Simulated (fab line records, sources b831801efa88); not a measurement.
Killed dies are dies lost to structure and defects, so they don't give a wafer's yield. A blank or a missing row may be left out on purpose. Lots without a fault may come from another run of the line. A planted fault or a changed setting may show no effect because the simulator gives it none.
Which tool did it? | flow sky130 | 15 lots, 45 wafers sampled, at 2 steps of a route of 708

WHAT THE GAUGES READ, wafer by wafer
SKY_VIA3_THK_MEAS_01.
lot  | measured     | on            | VIA3_HDPCVD_THK (nm)
L372 | day 38 13:04 | film_metro-04 | 1662 1627 1656
L373 | day 38 21:17 | film_metro-01 | 1612 1624 1620
L374 | day 39 02:24 | film_metro-01 | 1656 1623 1610
L376 | day 40 09:08 | film_metro-04 | 1638 1647 1656
L378 | day 41 06:38 | film_metro-04 | 1623 1620 1627
L377 | day 41 07:05 | film_metro-01 | 1621 1631 1637
L386 | day 42 19:19 | film_metro-01 | 1669 1661 1653
L387 | day 43 02:26 | film_metro-01 | 1660 1636 1654
L388 | day 43 12:05 | film_metro-02 | 1604 1618 1612
L390 | day 44 08:56 | film_metro-02 | 1628 1613 1600
L391 | day 44 09:34 | film_metro-02 | 1623 1645 1613
L392 | day 44 10:56 | film_metro-02 | 1647 1655 1645
L393 | day 44 11:58 | film_metro-02 | 1639 1640 1627
L394 | day 44 19:11 | film_metro-01 | 1673 1681 1666
L395 | day 44 20:46 | film_metro-01 | 1665 1639 1634

WHICH TOOL RAN EACH LOT (tool, then ch and the chambers of the sampled wafers, then the start)
lot  | SKY_METAL3_DESCUM_15
L372 | rie_metal-03 ch 0,1, day 38 11:40
L373 | rie_metal-04 ch 0,1, day 38 20:11
L374 | rie_metal-02 ch 0,1, day 39 01:19
L376 | rie_metal-03 ch 0,1, day 40 07:59
L378 | rie_metal-02 ch 0,1, day 40 22:05
L377 | rie_metal-04 ch 0,1, day 41 02:33
L386 | rie_metal-02 ch 0,1, day 42 17:48
L387 | rie_metal-03 ch 0,1, day 43 00:59
L388 | rie_metal-04 ch 0,1, day 43 10:52
L390 | rie_metal-04 ch 0,1, day 44 07:48
L391 | rie_metal-04 ch 0,1, day 44 08:26
L392 | rie_metal-04 ch 0,1, day 44 09:45
L393 | rie_metal-04 ch 0, day 44 10:48
L394 | rie_metal-03 ch 0,1, day 44 18:01
L395 | rie_metal-02 ch 0,1, day 44 19:35
- SKY_METAL3_DESCUM_15: chemistry O2, time 8 s.

WHAT THE TOOLS THEMSELVES READ (means of the sampled wafers that have a number; where no wafer has one, the mark that the record gives instead)
SKY_METAL3_DESCUM_15.
lot  | tool         | drypump_motor_current_A (A) | oes_product_au (a.u.)
L372 | rie_metal-03 | 5.3                         | 1.002
L373 | rie_metal-04 | 6.0                         | 1.002
L374 | rie_metal-02 | 5.8                         | 1.006
L376 | rie_metal-03 | 5.3                         | 0.992
L378 | rie_metal-02 | 5.9                         | 1.006
L377 | rie_metal-04 | 6.2                         | 0.999
L386 | rie_metal-02 | 5.6                         | 1.004
L387 | rie_metal-03 | 5.3                         | 1.000
L388 | rie_metal-04 | 6.0                         | 1.001
L390 | rie_metal-04 | 6.0                         | 1.003
L391 | rie_metal-04 | 6.2                         | 0.996
L392 | rie_metal-04 | 6.0                         | 1.013
L393 | rie_metal-04 | 5.7                         | 1.004
L394 | rie_metal-03 | 5.6                         | 1.002
L395 | rie_metal-02 | 5.8                         | 1.009

THE ANSWER, worked out from the rows above alone
Rule: what is usual is taken from the lots themselves. Put in order of their means at a reading, lots are off if they are a third of the lots or fewer, leave a main group of 4 or more, and stand apart from it by a gap of 3 or more times the standard deviation of the main group's means; of several such gaps the widest counts. A main group whose means are all the same, to the digits that the tables above print for the reading, isn't used. A lot without any number at a reading at which 4 lots or more have one is off too. The other lots that the step has rows for count as sound. The gauges are gone through in route order, then the tools' own readings, and for those a lot's mean is taken as printed above. The first step at which some lot is off is used, and at that step the reading that is off furthest; a lot without a number counts as furthest.
No lot is off at any reading shown: from this, nothing can be told.

WHAT THE SIMULATOR HAD PUT IN
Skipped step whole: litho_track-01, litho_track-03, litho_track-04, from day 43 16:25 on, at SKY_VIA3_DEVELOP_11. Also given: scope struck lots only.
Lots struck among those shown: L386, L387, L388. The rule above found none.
